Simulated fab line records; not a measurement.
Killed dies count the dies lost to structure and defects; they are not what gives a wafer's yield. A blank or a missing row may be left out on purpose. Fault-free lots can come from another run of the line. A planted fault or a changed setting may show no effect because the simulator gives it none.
Struck lot and sound lot, side by side    flow sky130    15 steps out of a route of 708
Sound: the wafers L208.3, L208.4, L208.6. Struck: wafers L218.2, L218.4, L218.5. The cause is given at the end.
At each step with rows: each side's tool, then ch and its chambers, then its first start. Under that, the readings that differ: sound wafers    struck wafers    difference of the means    sigmas: that difference in standard deviations of wafers without a fault.
alike: readings with means less than 2 such deviations apart, plus words and numbers identical on both sides. not compared: withheld readings, readings lacking a value on some wafer, bounds such as >300 that could conceal the same value, and numbers that have no deviation in the record and whose values overlap.
Wherever a step has rows on one side only, a row that says differs or no value, or a row with sigmas, the two part there. Numbers that have no deviation but don't overlap get no sigmas and don't part them. Lack of a reading on every wafer of one side parts them only where that side has two or more wafers.

first, 4 steps without rows for these wafers: SKY_CONTACT_STRIP_19 (strips in O2/N2); SKY_CONTACT_STRIP_20 (strips in post etch residue remover, time 1200 s); SKY_CONTACT_CLEAN_21 (cleans in IPA, time 180 s); SKY_CONTACT_CLEAN_22 (cleans in O3/DIW).
SKY_CONTACT_SPUTTER_23: material TiN, target thk 20 nm, time 80 s.
  sound on pvd-sputter-01 at day 32 05:03; struck on pvd-sputter-02 at day 35 14:19
  alike: throttle-valve-pct
SKY_CONTACT_CVD_24: deposits W, target thk 340 nm, time 102.12 s.
  sound on cvd-w-02 ch 0,1, day 32 05:08; struck on cvd-w-02 ch 0, day 35 14:22
  alike: heater-power-w
SKY_CONTACT_RS_MEAS_25: measurement is done with a four-point probe.
  sound on film-metro-03 at day 32 05:16; struck on film-metro-03 at day 35 14:30
  alike: CONTACT_W_RS
SKY_CONTACT_THK_MEAS_26: measures by xrf.
  sound on film-metro-03 at day 32 05:22; struck on film-metro-03 at day 35 14:37
  alike: CONTACT_W_THK
then, 1 step without rows for these wafers: SKY_CONTACT_CMP_27 (polishes, stops on SiO2, t overpolish 15 s, target thk 0 nm).
SKY_METAL1_SPUTTER_00: material Ti, target thk 15 nm, time 10 s.
  sound on pvd-sputter-03 at day 32 05:42; struck on pvd-sputter-01 at day 35 14:58
  alike: throttle-valve-pct
then, 1 step without rows for these wafers: SKY_METAL1_SPUTTER_01 (material TiN, target thk 20 nm, time 16.7 s).
SKY_METAL1_SPUTTER_02: material AlCu, target thk 250 nm, time 13.3 s.
  sound on pvd-sputter-03 at day 32 05:45; struck on pvd-sputter-01 at day 35 15:01
  alike: throttle-valve-pct
SKY_METAL1_SPUTTER_03: material Ti, target thk 5 nm, time 3.3 s.
  sound on pvd-sputter-03 at day 32 05:46; struck on pvd-sputter-01 at day 35 15:02
reading                                    sound              struck           difference  sigmas
model.Ti_of_METAL1_SPUTTER_03.thk-nm (nm)  5.137 4.968 4.994  5.17 5.29 5.204  +0.19       
  alike: throttle-valve-pct
SKY_METAL1_SPUTTER_04: material TiN, target thk 70 nm, time 58.3 s.
  sound on pvd-sputter-03 at day 32 05:47; struck on pvd-sputter-01 at day 35 15:03
  alike: throttle-valve-pct
-- the record jumps here: 13 days lie between the struck wafers' starts before and after (it left off in module METAL1 and takes up again in module PAD_OPEN, whose first step shown is number 708 of the route) --
SKY_PAD_OPEN_PROBE_99:
  only the struck wafers here have rows in the record (prober-02, day 48 22:35); the sound ones have none

## WHERE THEY PART
Within this record, at SKY_PAD_OPEN_PROBE_99 only.

WHY: what had been put in by the simulator
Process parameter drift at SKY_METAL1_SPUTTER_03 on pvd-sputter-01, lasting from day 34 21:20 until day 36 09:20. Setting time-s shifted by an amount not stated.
